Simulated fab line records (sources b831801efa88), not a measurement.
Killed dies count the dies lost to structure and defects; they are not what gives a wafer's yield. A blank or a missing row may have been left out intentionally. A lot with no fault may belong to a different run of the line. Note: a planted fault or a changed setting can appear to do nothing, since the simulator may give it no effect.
Chamber matching / flow gf180mcu / GF_V2_CVD_02 on pecvd-04 has 3 sister chambers
The step deposits SiO2 from TEOS, target thk 850 nm, time 94.851 s. 20 wafers are shown with their chamber, then 10 later ones without.

WAFERS PAIRED WITH THEIR CHAMBERS
wafer=L075.3; chamber=1; heater-power-w (W)=806
wafer=L075.5; chamber=2; heater-power-w (W)=808
wafer=L075.6; chamber=1; heater-power-w (W)=635
wafer=L076.2; chamber=1; heater-power-w (W)=740
wafer=L076.3; chamber=2; heater-power-w (W)=802
wafer=L076.5; chamber=1; heater-power-w (W)=797
wafer=L078.1; chamber=2; heater-power-w (W)=775
wafer=L078.3; chamber=1; heater-power-w (W)=644
wafer=L078.6; chamber=2; heater-power-w (W)=635
wafer=L080.1; chamber=1; heater-power-w (W)=764
wafer=L080.2; chamber=2; heater-power-w (W)=735
wafer=L080.3; chamber=0; heater-power-w (W)=676
wafer=L080.4; chamber=2; heater-power-w (W)=782
wafer=L080.5; chamber=0; heater-power-w (W)=695
wafer=L080.6; chamber=1; heater-power-w (W)=626
wafer=L081.1; chamber=1; heater-power-w (W)=768
wafer=L081.4; chamber=1; heater-power-w (W)=818
wafer=L081.6; chamber=2; heater-power-w (W)=804
wafer=L087.1; chamber=2; heater-power-w (W)=786
wafer=L087.3; chamber=0; heater-power-w (W)=630

SIGNATURES (means of the wafers above)
reading=heater-power-w; chamber 0=667.00; chamber 1=733.11; chamber 2=765.88; scatter within a chamber=65.7
Rule: a wafer's distance from a chamber is the root of the sum, over the readings, of the square of ((its reading less the chamber's mean) divided by the reading's scatter). The wafer belongs to the nearest chamber; if the next one is less than 2 further off, it can't be placed. How the scatter is found: for the shown wafers, subtract from each reading the mean of its chamber, square and add these, divide the total by (wafers less chambers), then take the root.

WAFERS WITH NO CHAMBER GIVEN
wafer=L087.4; heater-power-w (W)=680
wafer=L088.1; heater-power-w (W)=639
wafer=L088.2; heater-power-w (W)=648
wafer=L088.3; heater-power-w (W)=572
wafer=L090.2; heater-power-w (W)=703
wafer=L090.3; heater-power-w (W)=752
wafer=L090.5; heater-power-w (W)=788
wafer=L092.2; heater-power-w (W)=783
wafer=L092.3; heater-power-w (W)=600
wafer=L092.6; heater-power-w (W)=755

WHICH CHAMBER EACH ONE RAN IN
wafer=L087.4; from the rows above=can't be placed: 0 or 1 or 2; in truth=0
wafer=L088.1; from the rows above=can't be placed: 0 or 1 or 2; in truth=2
wafer=L088.2; from the rows above=can't be placed: 0 or 1 or 2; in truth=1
wafer=L088.3; from the rows above=can't be placed: 0 or 1 or 2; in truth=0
wafer=L090.2; from the rows above=can't be placed: 1 or 0 or 2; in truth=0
wafer=L090.3; from the rows above=can't be placed: 2 or 1 or 0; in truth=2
wafer=L090.5; from the rows above=can't be placed: 2 or 1 or 0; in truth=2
wafer=L092.2; from the rows above=can't be placed: 2 or 1 or 0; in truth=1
wafer=L092.3; from the rows above=can't be placed: 0 or 1 or 2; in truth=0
wafer=L092.6; from the rows above=can't be placed: 2 or 1 or 0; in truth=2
Placed correctly: 0 of 10. Cannot be placed on the basis of these rows: 10; the candidates contain the true chamber in 10. Placed wrongly: 0.
